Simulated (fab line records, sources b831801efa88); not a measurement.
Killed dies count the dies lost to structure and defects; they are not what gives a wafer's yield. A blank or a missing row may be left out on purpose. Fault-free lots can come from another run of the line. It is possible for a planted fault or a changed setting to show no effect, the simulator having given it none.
The tool behind it: which one?    flow sky130    at 1 step of a route of 708, 14 lots with 42 wafers sampled

== WHAT EACH GAUGE READ, for each wafer ==
No reading from a measuring or inspecting step in the record can be judged against a usual standard deviation.

== EACH LOT AND THE TOOL THAT RAN IT (in order: tool; ch and the chambers of the sampled wafers; start) ==
lot   SKY_VIA2_CMP_24
L798  cmp-02 ch 0,1, day 36 04:50
L800  cmp-01 ch 1,2,3, day 36 14:47
L799  cmp-01 ch 0,2,3, day 36 22:47
L801  cmp-02 ch 0,1,2, day 37 04:33
L802  cmp-02 ch 0,3, day 37 17:17
L804  cmp-02 ch 0,1,2, day 38 07:24
L807  cmp-01 ch 0,2,3, day 38 20:33
L808  cmp-01 ch 0,2,3, day 39 08:25
L817  cmp-01 ch 2,3, day 42 08:11
L815  cmp-01 ch 1,2, day 42 08:38
L818  cmp-01 ch 0,1,2, day 42 09:42
L819  cmp-01 ch 1,2,3, day 42 10:50
L820  cmp-02 ch 0,1,3, day 42 13:19
L821  cmp-01 ch 0,3, day 42 19:52
- SKY_VIA2_CMP_24: polishes, stops on SiO2, t overpolish 20 s, target thk 0 nm.

== AS READ BY THE TOOLS THEMSELVES (means over the sampled wafers that have a number; for cases with no such wafer, the mark the record gives instead) ==
SKY_VIA2_CMP_24.
lot   tool    motorCurrentA (A)  overpolishRunS (s)  platenRpm (rpm)  timeToEndpointS (s)
L798  cmp-02  11.0               20.001              59.98            96
L800  cmp-01  10.7               20.003              59.97            97
L799  cmp-01  11.0               19.999              59.99            99
L801  cmp-02  11.1               19.999              59.96            94
L802  cmp-02  11.6               20.002              60.02            102
L804  cmp-02  10.9               20.003              60.00            103
L807  cmp-01  11.4               20.754              60.01            99
L808  cmp-01  11.1               20.752              59.97            96
L817  cmp-01  10.5               19.987              60.01            99
L815  cmp-01  10.8               20.007              60.00            101
L818  cmp-01  11.1               20.003              60.06            103
L819  cmp-01  10.7               19.995              59.95            104
L820  cmp-02  12.0               19.992              60.01            107
L821  cmp-01  12.5               20.010              60.00            101

== THE ANSWER, worked out from the rows above alone ==
Rule: the lots themselves supply what counts as usual. The widest of any qualifying gaps counts: lots, ordered by their means at a reading, are off when they make up no more than a third of the lots, leave a main group of 4 or more, and stand apart from it by 3 or more times the standard deviation of that group's means. If all means in a main group match to the digits the tables above print for the reading, that group is not used. A lot without any number at a reading at which 4 lots or more have one is off too. The other lots that the step has rows for count as sound. The gauges are gone through in route order, then the tools' own readings, and for those a lot's mean is taken as printed above. At the first step where some lot is off, the reading lying furthest off is the one used; lots without a number count as furthest.
Off, at SKY_VIA2_CMP_24 on overpolishRunS: L807, L808. Main group: mean 20.000 s, sd 0.0061.
If a tool, at that step or one of the process steps before it, ran each lot that is off and ran no sound lot following the first of them, it fits. Of those tried, none fits.

== WHAT THE SIMULATOR HAD INSERTED ==
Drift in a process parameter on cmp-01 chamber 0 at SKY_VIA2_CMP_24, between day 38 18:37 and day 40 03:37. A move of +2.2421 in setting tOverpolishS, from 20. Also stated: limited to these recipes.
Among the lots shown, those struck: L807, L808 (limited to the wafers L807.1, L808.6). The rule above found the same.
